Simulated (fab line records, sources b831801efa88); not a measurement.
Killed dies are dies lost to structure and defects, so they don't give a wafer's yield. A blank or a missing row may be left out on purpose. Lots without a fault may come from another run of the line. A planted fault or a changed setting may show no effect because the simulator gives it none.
Which tool did it? | flow sky130 | 15 lots, 45 wafers sampled, at 6 steps of a route of 708

WHAT THE GAUGES READ, wafer by wafer
SKY_VT_ADJUST_HVTP_TW_MEAS_11. Usual: VT_ADJUST_HVTP_TW 1365, standard deviation 6.
lot  | measured     | on            | VT_ADJUST_HVTP_TW | flag
L476 | day 6 05:35  | film_metro-02 | 1366 1365 1360    |
L478 | day 6 22:19  | film_metro-02 | 1368 1363 1365    |
L479 | day 7 09:10  | film_metro-03 | 1368 1369 1363    |
L480 | day 7 11:17  | film_metro-02 | 1356 1355 1352    |
L481 | day 7 14:53  | film_metro-03 | 1358 1370 1370    |
L482 | day 7 18:47  | film_metro-01 | 1367 1365 1367    |
L483 | day 7 22:35  | film_metro-03 | 1365 1369 1375    |
L484 | day 8 09:01  | film_metro-01 | 1370 1363 1365    |
L487 | day 9 05:29  | film_metro-03 | 1365 1367 1360    |
L488 | day 9 12:50  | film_metro-02 | 1354 1361 1363    |
L489 | day 9 15:53  | film_metro-01 | 1363 1366 1365    |
L492 | day 10 10:43 | film_metro-01 | 1366 1359 1357    |
L496 | day 12 01:25 | film_metro-02 | 1362 1368 1358    |
L498 | day 12 13:53 | film_metro-02 | 1366 1371 1361    |
L497 | day 12 14:11 | film_metro-01 | 1354 1366 1366    |

SKY_VT_ADJUST_HVTR_OVL_MEAS_08. Usual: VT_ADJUST_HVTR_OVL 1.1 nm, standard deviation 1.5.
lot  | measured     | on         | VT_ADJUST_HVTR_OVL (nm) | flag
L476 | day 9 12:07  | overlay-01 | 0.2 -0.1 1.2            |
L478 | day 10 05:46 | overlay-01 | 1.3 0.1 1.1             |
L479 | day 10 18:58 | overlay-01 | 1.3 2.0 1.7             |
L480 | day 10 22:23 | overlay-01 | 0.7 2.6 3.0             |
L481 | day 11 02:26 | overlay-01 | 0.6 1.2 2.2             |
L482 | day 11 05:50 | overlay-01 | 4.3 3.3 5.0             |
L483 | day 11 14:49 | overlay-01 | 0.9 2.7 1.5             |
L484 | day 12 02:37 | overlay-01 | 1.9 1.6 0.4             |
L487 | day 13 03:11 | overlay-01 | 1.6 2.5 0.8             |
L488 | day 13 08:53 | overlay-02 | -2.4 -1.7 -1.3          |
L489 | day 13 13:37 | overlay-01 | -1.7 -0.7 -0.7          |
L492 | day 14 11:02 | overlay-01 | 3.0 -0.5 0.1            |
L496 | day 16 11:49 | overlay-01 | 2.4 2.5 3.6             |
L498 | day 17 01:11 | overlay-02 | 1.0 1.0 1.7             |
L497 | day 17 01:50 | overlay-02 | -1.0 -0.6 0.7           |

SKY_VT_ADJUST_PCH_TW_MEAS_10. Usual: VT_ADJUST_PCH_TW 143.6, standard deviation 0.6.
lot  | measured     | on            | VT_ADJUST_PCH_TW  | flag
L476 | day 10 09:42 | film_metro-01 | 143.5 142.8 142.9 |
L478 | day 11 04:24 | film_metro-01 | 143.4 142.5 143.9 |
L479 | day 11 18:05 | film_metro-03 | 144.3 143.8 143.7 |
L480 | day 11 22:04 | film_metro-03 | 144.0 144.3 144.6 |
L481 | day 12 03:00 | film_metro-01 | 143.5 143.9 143.0 |
L482 | day 12 05:56 | film_metro-03 | 143.7 143.9 143.8 |
L483 | day 12 15:34 | film_metro-03 | 143.3 143.3 143.7 |
L484 | day 13 03:42 | film_metro-01 | 143.4 143.9 144.8 |
L487 | day 14 05:22 | film_metro-02 | 142.8 143.1 143.7 |
L488 | day 14 10:36 | film_metro-01 | 144.2 144.2 143.2 |
L489 | day 14 17:01 | film_metro-02 | 143.0 142.1 143.2 |
L492 | day 15 14:40 | film_metro-03 | 143.7 142.8 143.3 |
L496 | day 17 17:27 | film_metro-01 | 143.7 144.1 144.1 |
L498 | day 18 07:01 | film_metro-01 | 142.5 144.0 143.4 |
L497 | day 18 08:04 | film_metro-01 | 143.8 144.2 143.9 |

SKY_LDD_P_TW_MEAS_11. Usual: LDD_P_TW 640, standard deviation 4.3.
lot  | measured     | on            | LDD_P_TW    | flag
L476 | day 18 20:45 | film_metro-02 | 637 638 640 |
L478 | day 20 00:03 | film_metro-01 | 633 637 635 |
L479 | day 20 15:26 | film_metro-04 | 641 644 641 |
L480 | day 20 21:49 | film_metro-01 | 634 635 635 |
L481 | day 21 05:31 | film_metro-01 | 641 641 640 |
L482 | day 21 12:46 | film_metro-01 | 637 636 640 |
L483 | day 21 18:11 | film_metro-02 | 635 638 635 |
L484 | day 22 10:47 | film_metro-01 | 641 637 639 |
L487 | day 23 12:12 | film_metro-04 | 30 30 30    | OFF
L488 | day 23 21:49 | film_metro-01 | 30 30 30    | OFF
L489 | day 24 06:11 | film_metro-01 | 30 30 30    | OFF
L492 | day 25 05:03 | film_metro-04 | 646 651 650 |
L496 | day 27 01:36 | film_metro-01 | 637 644 638 |
L498 | day 27 13:08 | film_metro-04 | 649 646 647 |
L497 | day 27 22:13 | film_metro-02 | 635 634 634 |

WHICH TOOL RAN EACH LOT (tool, then ch and the chambers of the sampled wafers, then the start)
lot  | SKY_LDD_N_STRIP_16                   | SKY_LDD_P_STRIP_10
L476 | plasma_asher-01 ch 0,1, day 17 14:43 | plasma_asher-04 ch 0,1, day 18 20:39
L478 | plasma_asher-03 ch 0,1, day 18 17:19 | plasma_asher-04 ch 0,1, day 19 23:57
L479 | plasma_asher-02 ch 0,1, day 19 08:07 | plasma_asher-01 ch 0,1, day 20 15:20
L480 | plasma_asher-01 ch 0,1, day 19 14:21 | plasma_asher-04 ch 0,1, day 20 21:43
L481 | plasma_asher-01 ch 0,1, day 19 22:25 | plasma_asher-01 ch 0,1, day 21 05:24
L482 | plasma_asher-02 ch 0,1, day 20 05:18 | plasma_asher-02 ch 0,1, day 21 12:40
L483 | plasma_asher-02 ch 0,1, day 20 12:31 | plasma_asher-02 ch 0,1, day 21 18:05
L484 | plasma_asher-03 ch 0,1, day 21 04:16 | plasma_asher-04 ch 0,1, day 22 10:41
L487 | plasma_asher-01 ch 0,1, day 22 06:01 | plasma_asher-04 ch 0,1, day 23 12:07
L488 | plasma_asher-03 ch 0,1, day 22 10:22 | plasma_asher-01 ch 0, day 23 21:42
L489 | plasma_asher-01 ch 0,1, day 22 23:50 | plasma_asher-04 ch 0,1, day 24 06:05
L492 | plasma_asher-02 ch 0,1, day 23 23:30 | plasma_asher-01 ch 0,1, day 25 04:57
L496 | plasma_asher-03 ch 0,1, day 25 20:51 | plasma_asher-04 ch 0,1, day 27 01:30
L498 | plasma_asher-02 ch 0,1, day 26 08:25 | plasma_asher-04 ch 0,1, day 27 13:01
L497 | plasma_asher-02 ch 0,1, day 26 10:02 | plasma_asher-02 ch 0,1, day 27 22:08
- SKY_LDD_N_STRIP_16: strips in O2/N2.
- SKY_LDD_P_STRIP_10: strips in O2/N2.

WHAT THE TOOLS THEMSELVES READ (means of the sampled wafers that have a number; where no wafer has one, the mark that the record gives instead)
SKY_LDD_N_STRIP_16. Usual: chamber_pressure_mTorr 1500.1 mTorr, standard deviation 1.4; drypump_motor_current_A 5.79 A, standard deviation 0.22; o2_flow_sccm 3000 sccm, standard deviation 9.6; oes_product_au 0.407 a.u., standard deviation 0.0048; strip_time_to_endpoint_s 4.315 s, standard deviation 0.014.
lot  | tool            | chamber_pressure_mTorr (mTorr) | drypump_motor_current_A (A) | o2_flow_sccm (sccm) | oes_product_au (a.u.) | strip_time_to_endpoint_s (s) | flag
L476 | plasma_asher-01 | 1498.9                         | 5.68                        | 3007                | 0.409                 | 4.305                        |
L478 | plasma_asher-03 | 1500.2                         | 5.81                        | 2987                | 0.406                 | 4.316                        |
L479 | plasma_asher-02 | 1501.1                         | 5.75                        | 3001                | 0.404                 | 4.322                        |
L480 | plasma_asher-01 | 1500.5                         | 5.65                        | 3004                | 0.411                 | 4.312                        |
L481 | plasma_asher-01 | 1500.6                         | 5.67                        | 3000                | 0.407                 | 4.322                        |
L482 | plasma_asher-02 | 1501.3                         | 5.76                        | 2999                | 0.406                 | 4.311                        |
L483 | plasma_asher-02 | 1500.4                         | 5.82                        | 2999                | 0.406                 | 4.317                        |
L484 | plasma_asher-03 | 1499.3                         | 5.83                        | 2999                | 0.408                 | 4.322                        |
L487 | plasma_asher-01 | -                              | -                           | -                   | -                     | -                            | OFF
L488 | plasma_asher-03 | -                              | -                           | -                   | -                     | -                            | OFF
L489 | plasma_asher-01 | -                              | -                           | -                   | -                     | -                            | OFF
L492 | plasma_asher-02 | 1499.8                         | 5.81                        | 2996                | 0.406                 | 4.323                        |
L496 | plasma_asher-03 | 1499.4                         | 5.81                        | 3007                | 0.410                 | 4.312                        |
L498 | plasma_asher-02 | 1500.8                         | 5.82                        | 3008                | 0.408                 | 4.301                        |
L497 | plasma_asher-02 | 1500.9                         | 5.76                        | 2998                | 0.406                 | 4.317                        |

SKY_LDD_P_STRIP_10. Usual: chamber_pressure_mTorr 1499.9 mTorr, standard deviation 1.4; drypump_motor_current_A 5.82 A, standard deviation 0.12; o2_flow_sccm 3002 sccm, standard deviation 8.9; oes_product_au 0.715 a.u., standard deviation 0.0048; strip_time_to_endpoint_s 14.18 s, standard deviation 0.045.
lot  | tool            | chamber_pressure_mTorr (mTorr) | drypump_motor_current_A (A) | o2_flow_sccm (sccm) | oes_product_au (a.u.) | strip_time_to_endpoint_s (s) | flag
L476 | plasma_asher-04 | 1500.9                         | 5.93                        | 3003                | 0.718                 | 14.24                        |
L478 | plasma_asher-04 | 1498.7                         | 5.93                        | 3003                | 0.713                 | 14.22                        |
L479 | plasma_asher-01 | 1499.2                         | 5.69                        | 3005                | 0.713                 | 14.13                        |
L480 | plasma_asher-04 | 1498.7                         | 5.93                        | 2998                | 0.712                 | 14.17                        |
L481 | plasma_asher-01 | 1499.5                         | 5.69                        | 3004                | 0.714                 | 14.13                        |
L482 | plasma_asher-02 | 1499.2                         | 5.76                        | 3007                | 0.714                 | 14.21                        |
L483 | plasma_asher-02 | 1498.9                         | 5.82                        | 3017                | 0.716                 | 14.15                        |
L484 | plasma_asher-04 | 1499.5                         | 5.92                        | 2994                | 0.715                 | 14.21                        |
L487 | plasma_asher-04 | 1501.8                         | 5.94                        | 2995                | 0.717                 | 18.74                        | OFF
L488 | plasma_asher-01 | 1500.7                         | 5.63                        | 2998                | 0.721                 | 18.61                        | OFF
L489 | plasma_asher-04 | 1499.0                         | 5.93                        | 2999                | 0.713                 | 18.76                        | OFF
L492 | plasma_asher-01 | 1499.4                         | 5.67                        | 3003                | 0.719                 | 14.14                        |
L496 | plasma_asher-04 | 1499.9                         | 5.93                        | 2998                | 0.715                 | 14.20                        |
L498 | plasma_asher-04 | 1501.1                         | 5.94                        | 3007                | 0.711                 | 14.21                        |
L497 | plasma_asher-02 | 1499.5                         | 5.82                        | 3001                | 0.721                 | 14.18                        |

THE ANSWER, worked out from the rows above alone
Rule: a lot is off if the mean of its wafers that have a number lies more than 3 standard deviations from the usual mean. A lot without any number at a reading at which 4 lots or more have one is off too. The other lots that the step has rows for count as sound. The gauges are gone through in route order, then the tools' own readings, and for those a lot's mean is taken as printed above. The first step at which some lot is off is used, and at that step the reading that is off furthest; a lot without a number counts as furthest.
Off: L487, L488, L489, at SKY_LDD_P_TW_MEAS_11 (LDD_P_TW).
A tool fits if, at a process step before that reading, it ran every lot that is off, and no sound lot after the first of them. The gauges at SKY_LDD_P_TW_MEAS_11 aren't tried: what is off there is off at SKY_LDD_N_STRIP_16 too, on other tools, and a gauge's error can't cause that. None of those tried fits.

WHAT THE SIMULATOR HAD PUT IN
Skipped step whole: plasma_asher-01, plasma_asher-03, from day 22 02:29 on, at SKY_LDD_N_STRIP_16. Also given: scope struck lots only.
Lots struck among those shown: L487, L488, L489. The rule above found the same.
